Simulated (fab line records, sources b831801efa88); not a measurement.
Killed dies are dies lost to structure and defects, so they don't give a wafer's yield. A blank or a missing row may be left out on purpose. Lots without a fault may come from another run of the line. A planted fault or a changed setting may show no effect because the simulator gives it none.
fab line records | flow gf180mcu
record lots=7 wafers=21 last_day=34
route steps=602 shown V1@350 M2@362
lots that met no fault: from a run of the same line without faults
start_h: hours from the record's first day to the start of the lot's first wafer shown | wait_h: hours since the lot's step before | " the same as in the row above | L1.1+2: a row that stands for several wafers | - no value, or no start given | * or withheld: withheld | < > ~ a bound
route shown NAME@n: a module of which the file shows steps, and the number in the route of the first | usual: mean/standard deviation of fault-free wafers | same: alike in all rows | chamber/n: place in a boat | sites: the reading at each site | _std_site: their standard deviation | _edge_site: outer sites' mean less inner sites' | radius_mm: how far each site lies from the wafer's centre | mask NAME#n: copy n | behind: the tool/chamber that last shaped the wafer | hold: why the lot was held/for how many hours/how that ended | device: the transistor (n, p or np) that didn't switch | end of line: the same wafers' tests at the end of the route | a step without rows: its recipe alone | killed: dies lost to structure and defects at the first sort, not the wafer's yield | map: a wafer's dies, x killed, . not, _ none there
set.NAME: the setting as run; set.NAME@STEP: as run at that earlier step | model.NAME: the simulator's own value behind a step, which no gauge read
lots at some steps of the route; a table a step, a row a wafer
services: from which hour (start_h, from the record's first day; less than 0 if before it) a tool's chamber was out of use, for how many hours, and why
## steps
# step GF_V1_OVL_MEAS_15
# usual V1_OVL=1/6
# columns lot.wafer tool chamber start_h wait_h V1_OVL[nm]
L128.4 overlay-02 - 497.86 0.1 6
L128.5 " - " " -1
L128.6 " - " " 3
L131.2 overlay-02 - 533.55 0.1 -1
L131.3 " - " " 1
L131.4 " - " " 2
L133.2 overlay-02 - 544.65 0.1 -3
L133.3 " - " " 5
L133.4 " - " " -4
L134.2 overlay-02 - 553.20 0.1 9
L134.3 " - " " 1
L134.6 " - " " 13
L136.2 overlay-01 - 566.50 0.1 14
L136.5 " - " " 10
L136.6 " - " " 13
L139.4 overlay-01 - 587.21 0.1 1
L139.5 " - " " 6
L139.6 " - " " -2
L141.1 overlay-01 - 602.04 0.1 4
L141.4 " - " " -1
L141.6 " - " " -6
# step GF_V1_ETCH_16
# recipe chemistry=N2/H2 target_depth_a=withheld overetch_a=withheld time_s=withheld target=BARC ion_energy_ev=200 source_w=500 bias_w=100 pressure_mtorr=30 n2_flow_sccm=100 h2_flow_sccm=200
# usual chamber_pressure_mTorr=29.997/0.026 drypump_motor_current_A=5.9/0.45 n2_flow_sccm=100.0/0.31 oes_product_au=0.855/0.0039 throttle_valve_pct=13.224/0.0093
# columns lot.wafer tool chamber start_h wait_h chamber_pressure_mTorr drypump_motor_current_A n2_flow_sccm oes_product_au throttle_valve_pct
L128.4 rie_diel-01 2 497.87 0.0 29.986 5.6 100.2 0.851 13.214
L128.5 " 2 " " 30.012 5.6 100.3 0.853 13.232
L128.6 " 1 " " 30.015 5.7 100.0 0.856 13.237
L131.2 rie_diel-04 1 533.58 0.0 30.031 6.3 99.9 0.855 13.211
L131.3 " 2 " " 29.987 6.4 100.4 0.858 13.236
L131.4 " 0 " " 30.010 5.2 99.6 0.858 13.209
L133.2 rie_diel-04 3 544.68 0.0 29.962 5.6 100.4 0.853 13.226
L133.3 " 1 " " 29.993 6.3 100.0 0.855 13.229
L133.4 " 0 " " 30.000 5.2 100.3 0.855 13.231
L134.2 rie_diel-01 3 553.23 0.0 30.009 5.2 100.2 0.854 13.206
L134.3 " 0 " " 29.952 6.4 100.1 0.850 13.238
L134.6 " 1 " " 29.983 5.7 99.6 0.857 13.230
L136.2 rie_diel-01 0 566.53 0.0 29.964 6.4 99.8 0.856 13.214
L136.5 " 0 " " 29.998 6.4 99.9 0.858 13.225
L136.6 " 2 " " 30.040 5.6 100.2 0.854 13.216
L139.4 rie_diel-04 1 587.22 0.0 29.995 6.3 99.9 0.847 13.242
L139.5 " 0 " " 30.002 5.2 99.9 0.851 13.230
L139.6 " 1 " " 29.981 6.3 100.3 0.856 13.235
L141.1 rie_diel-02 2 602.07 0.0 30.006 6.4 100.0 0.850 13.240
L141.4 " 0 " " 29.988 6.0 99.9 0.850 13.222
L141.6 " 1 " " 29.962 6.3 99.7 0.856 13.225
# step GF_V1_ETCH_17
# recipe chemistry=C4F8/O2/Ar mask_material=KrF target=SiO2 stop_on=TiN source_w=1500 bias_w=1200 pressure_mtorr=40 c4f8_flow_sccm=withheld O2_flow_sccm=6 Ar_flow_sccm=300 time_s=withheld target_depth_a=6300
# step GF_V1_STRIP_18
# recipe chemistry=O2/N2 power_w=1400 pressure_mtorr=1500 platen_temp_c=250 o2_flow_sccm=3000 n2_flow_sccm=300 overash_fraction=0.5
# usual chamber_pressure_mTorr=1500.0/1.4 drypump_motor_current_A=6.0/0.54 heater_power_w=349/26 n2_flow_sccm=300.1/0.95 oes_product_au=0.593/0.0054
# columns lot.wafer tool chamber start_h wait_h chamber_pressure_mTorr drypump_motor_current_A heater_power_w n2_flow_sccm oes_product_au rf_hours_counter_h
L128.4 plasma_asher-01 0 498.04 - 1502.0 6.4 364 301.0 0.590 -
L128.5 " 0 " " 1499.1 6.5 346 299.4 0.597 -
L128.6 " 1 " " 1501.6 6.4 380 300.3 0.599 -
L131.2 plasma_asher-01 1 533.71 - 1496.2 6.4 372 300.6 0.592 75
L131.3 " 1 " " 1499.7 6.4 392 301.1 0.598 -
L131.4 " 0 " " 1501.0 6.5 346 299.6 0.601 -
L133.2 plasma_asher-03 0 544.81 - 1503.0 6.5 302 300.1 0.598 10
L133.3 " 0 " " 1499.4 6.5 304 300.6 0.592 -
L133.4 " 1 " " 1501.6 4.9 351 298.6 0.599 -
L134.2 plasma_asher-04 0 553.36 - 1501.0 5.8 347 300.5 0.591 44
L134.3 " 1 " " 1498.3 5.9 339 299.1 0.586 -
L134.6 " 0 " " 1499.9 5.8 344 300.0 0.596 -
L136.2 plasma_asher-03 1 566.66 - 1497.1 4.9 344 299.9 0.603 11
L136.5 " 0 " " 1500.9 6.5 299 302.2 0.592 -
L136.6 " 1 " " 1499.9 4.9 351 300.2 0.593 -
L139.4 plasma_asher-03 1 587.39 - 1500.5 4.9 352 301.3 0.589 -
L139.5 " 1 " " 1499.1 4.9 348 298.0 0.601 -
L139.6 " 0 " " 1497.3 6.5 293 298.8 0.601 -
L141.1 plasma_asher-04 1 602.20 - 1499.9 5.8 341 301.6 0.594 49
L141.4 " 0 " " 1498.9 5.7 348 299.8 0.591 -
L141.6 " 1 " " 1498.5 5.9 348 301.7 0.600 -
# step GF_V1_STRIP_19
# recipe chemistry=post_etch_residue_remover time_s=1200 temp_c=72.5
# step GF_V1_CLEAN_20
# recipe chemistry=DIW dry=n2_spin
# step GF_V1_SPUTTER_21
# recipe material=Ti target_thk_nm=15 chamber_pressure_pa=5 power_w=2500 substrate_temp_c=200 time_s=80.02
# usual cathode_dc_power_W=2499.9/0.46 chamber_pressure_pa=5.001/0.01 throttle_valve_pct=30.3/0.77
# columns lot.wafer tool chamber start_h wait_h cathode_dc_power_W chamber_pressure_pa throttle_valve_pct
L128.4 pvd_sputter-02 - 498.57 0.0 2500.3 5.018 31.2
L128.5 " - " " 2500.4 5.011 29.7
L128.6 " - " " 2499.4 5.002 31.5
L131.2 pvd_sputter-03 - 534.24 0.0 2500.3 4.994 30.3
L131.3 " - " " 2500.3 5.015 28.6
L131.4 " - " " 2499.8 5.015 30.4
L133.2 pvd_sputter-01 - 545.38 0.0 2499.8 4.997 30.3
L133.3 " - " " 2499.6 5.006 31.0
L133.4 " - " " 2499.2 5.008 30.5
L134.2 pvd_sputter-01 - 553.89 0.0 2500.5 4.984 30.2
L134.3 " - " " 2500.8 5.008 30.7
L134.6 " - " " 2500.2 4.999 30.4
L136.2 pvd_sputter-02 - 567.19 0.0 2500.6 5.001 30.6
L136.5 " - " " 2499.8 5.009 30.5
L136.6 " - " " 2500.2 4.993 31.3
L139.4 pvd_sputter-01 - 587.89 0.0 2500.5 5.004 29.9
L139.5 " - " " 2499.9 5.022 30.2
L139.6 " - " " 2499.6 4.992 29.8
L141.1 pvd_sputter-01 - 602.82 0.0 2500.6 5.022 30.3
L141.4 " - " " 2499.4 4.991 30.0
L141.6 " - " " 2500.6 5.003 30.5
# step GF_V1_SPUTTER_22
# recipe material=TiN target_thk_nm=10 chamber_pressure_pa=5 power_w=4000 time_s=40
# step GF_V1_CVD_23
# recipe material=W target_thk_nm=350 time_s=105.05 temp_c=400 pressure_torr=40
# usual heater_power_w=847/23
# columns lot.wafer tool chamber start_h wait_h heater_power_w
L128.4 cvd_w-02 1 498.71 0.1 870
L128.5 " 1 " " 847
L128.6 " 0 " " 862
L131.2 cvd_w-02 1 534.34 0.0 838
L131.3 " 1 " " 839
L131.4 " 0 " " 883
L133.2 cvd_w-01 1 545.51 0.1 797
L133.3 " 1 " " 840
L133.4 " 1 " " 829
L134.2 cvd_w-02 0 553.99 0.0 882
L134.3 " 1 " " 847
L134.6 " 1 " " 840
L136.2 cvd_w-02 1 567.29 0.0 842
L136.5 " 1 " " 851
L136.6 " 0 " " 875
L139.4 cvd_w-02 1 588.02 0.1 828
L139.5 " 1 " " 850
L139.6 " 0 " " 877
L141.1 cvd_w-01 1 602.92 0.0 826
L141.4 " 1 " " 810
L141.6 " 0 " " 832
# step GF_V1_RS_MEAS_24
# recipe thk_meas_gauge=four-point-probe reads=W_of_V1_CVD_23+TiN_of_V1_SPUTTER_22+Ti_of_V1_SPUTTER_21
# usual V1_W_RS=0.329/0.0057
# columns lot.wafer tool chamber start_h wait_h V1_W_RS[ohm/sq]
L128.4 film_metro-04 - 498.87 0.1 0.331
L128.5 " - " " 0.331
L128.6 " - " " 0.333
L131.2 film_metro-04 - 534.48 0.1 0.324
L131.3 " - " " 0.323
L131.4 " - " " 0.333
L133.2 film_metro-04 - 545.72 0.2 0.332
L133.3 " - " " 0.334
L133.4 " - " " 0.334
L134.2 film_metro-03 - 554.13 0.1 0.339
L134.3 " - " " 0.327
L134.6 " - " " 0.327
L136.2 film_metro-03 - 567.43 0.1 0.325
L136.5 " - " " 0.328
L136.6 " - " " 0.334
L139.4 film_metro-03 - 588.16 0.1 0.323
L139.5 " - " " 0.322
L139.6 " - " " 0.332
L141.1 film_metro-01 - 603.03 0.1 0.329
L141.4 " - " " 0.335
L141.6 " - " " 0.320
# step GF_V1_THK_MEAS_25
# recipe thk_meas_gauge=xrf reads=W_of_V1_CVD_23
# usual V1_W_THK=359/7
# columns lot.wafer tool chamber start_h wait_h V1_W_THK[nm]
L128.4 film_metro-04 - 498.96 0.1 358
L128.5 " - " " 357
L128.6 " - " " 354
L131.2 film_metro-04 - 534.59 0.1 363
L131.3 " - " " 363
L131.4 " - " " 353
L133.2 film_metro-04 - 545.83 0.1 354
L133.3 " - " " 354
L133.4 " - " " 352
L134.2 film_metro-03 - 554.24 0.1 347
L134.3 " - " " 362
L134.6 " - " " 362
L136.2 film_metro-03 - 567.54 0.1 364
L136.5 " - " " 359
L136.6 " - " " 353
L139.4 film_metro-03 - 588.25 0.1 365
L139.5 " - " " 368
L139.6 " - " " 357
L141.1 film_metro-01 - 603.15 0.1 360
L141.4 " - " " 355
L141.6 " - " " 369
# step GF_V1_CMP_26
# recipe stop_on=SiO2 down_force_psi=3.5 platen_rpm=60 t_overpolish_s=15 target_thk_nm=0 pad_velocity_m_s=0.94248
# step GF_M2_SPUTTER_00
# recipe material=Ti target_thk_nm=37.5 arriving_ion_energy_ev=80 substrate_temp_c=200 chamber_pressure_pa=2 power_w=4000 time_s=150
# usual cathode_dc_power_W=4000.0/0.75 chamber_pressure_pa=2.000/0.0038 throttle_valve_pct=29.8/0.89
# columns lot.wafer tool chamber start_h wait_h cathode_dc_power_W chamber_pressure_pa throttle_valve_pct
L128.4 pvd_sputter-03 - 499.29 0.1 3999.4 1.997 29.5
L128.5 " - " " 3999.1 1.990 30.4
L128.6 " - " " 3999.8 1.997 28.4
L131.2 pvd_sputter-01 - 535.28 0.2 - - -
L131.3 " - " " - - -
L131.4 " - " " - - -
L133.2 pvd_sputter-03 - 546.18 0.2 - - -
L133.3 " - " " - - -
L133.4 " - " " - - -
L134.2 pvd_sputter-04 - 554.59 0.1 - - -
L134.3 " - " " - - -
L134.6 " - " " - - -
L136.2 pvd_sputter-04 - 567.89 0.2 3998.9 1.999 28.8
L136.5 " - " " 3999.1 2.000 30.2
L136.6 " - " " 3999.3 2.002 28.9
L139.4 pvd_sputter-04 - 588.58 0.1 3999.1 2.006 28.8
L139.5 " - " " 4000.0 2.000 30.8
L139.6 " - " " 3999.9 2.003 28.0
L141.1 pvd_sputter-01 - 603.51 0.2 4000.0 1.996 30.2
L141.4 " - " " 3999.0 1.999 30.9
L141.6 " - " " 4000.8 2.001 29.9
# step GF_M2_SPUTTER_01
# recipe material=TiN target_thk_nm=30 power_w=6500 time_s=25 chamber_pressure_pa=0.4
# usual cathode_dc_power_W=6500.0/1.2 chamber_pressure_pa=0.4001/0.00081 throttle_valve_pct=29.8/0.88
# columns lot.wafer tool chamber start_h wait_h cathode_dc_power_W chamber_pressure_pa throttle_valve_pct
L128.4 pvd_sputter-03 - 499.39 0.1 6500.5 0.4000 29.6
L128.5 " - " " 6499.3 0.4008 30.2
L128.6 " - " " 6500.1 0.4005 28.6
L131.2 pvd_sputter-01 - 535.38 0.1 6496.6 0.3999 30.0
L131.3 " - " " 6499.6 0.4001 30.3
L131.4 " - " " 6498.7 0.4001 30.6
L133.2 pvd_sputter-03 - 546.28 0.1 6501.8 0.4004 29.5
L133.3 " - " " 6500.3 0.4009 30.4
L133.4 " - " " 6500.7 0.4001 30.2
L134.2 pvd_sputter-04 - 554.69 0.1 6501.2 0.4009 30.4
L134.3 " - " " 6499.7 0.3996 28.9
L134.6 " - " " 6499.4 0.4007 31.1
L136.2 pvd_sputter-04 - 567.99 0.1 6500.3 0.3989 29.1
L136.5 " - " " 6499.8 0.4000 30.2
L136.6 " - " " 6500.5 0.4010 29.2
L139.4 pvd_sputter-04 - 588.68 0.1 6499.2 0.4010 28.8
L139.5 " - " " 6498.3 0.3998 31.0
L139.6 " - " " 6498.7 0.4015 27.6
L141.1 pvd_sputter-01 - 603.61 0.1 6500.9 0.3992 30.3
L141.4 " - " " 6499.5 0.3999 30.6
L141.6 " - " " 6500.3 0.4003 30.3
## services
# columns tool chamber start_h hours kind
pvd_sputter-03 - 477.96 1.2 repair
rie_diel-04 2 492.35 5.2 repair
pvd_sputter-01 - 510.13 2.7 repair
rie_diel-01 0 511.76 - clean
rie_diel-01 0 511.76 22.4 scheduled_down
rie_diel-01 0 511.76 22.4 vent_cycle
plasma_asher-03 - 514.71 14.6 pm
pvd_sputter-02 - 525.27 2.6 repair
pvd_sputter-02 - 528.16 1.8 repair
rie_diel-01 2 531.17 34.9 repair
rie_diel-01 1 538.86 4.4 repair
cvd_w-01 0 544.16 17.2 repair
pvd_sputter-03 - 544.95 1.1 repair
plasma_asher-03 - 553.80 9.0 pm
cvd_w-01 - 555.64 1.2 repair
plasma_asher-01 - 561.52 5.7 repair
rie_diel-01 1 561.57 13.7 repair
plasma_asher-04 - 566.70 0.9 repair
cvd_w-01 - 582.84 6.9 pm
## key
first_sign step=GF_M2_SPUTTER_00 reading=tool_record direction=missing
effect none on later readings
met_at GF_M2_SPUTTER_00
struck_wafers L131.2,L131.3,L131.4,L133.2,L133.3,L133.4,L134.2,L134.3,L134.6
later_rows_left_out L131.2,L131.3,L131.4,L133.2,L133.3,L133.4,L134.2,L134.3,L134.6
sort_left_out L131.2,L131.3,L131.4,L133.2,L133.3,L133.4,L134.2,L134.3,L134.6
onset_between 499.29 535.28
fault kind=skipped_step_whole tool=pvd_sputter-01,pvd_sputter-03,pvd_sputter-04 chamber=- onset_h=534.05 steps=GF_M2_SPUTTER_00 scope=struck_lots_only
# sort_left_out: the simulated sort isn't trusted on such a fault, so these wafers' sort isn't shown, and their yield isn't known
# later_rows_left_out: the simulator's readings of these wafers behind a module that went badly wrong aren't trusted and aren't shown, but for the sort
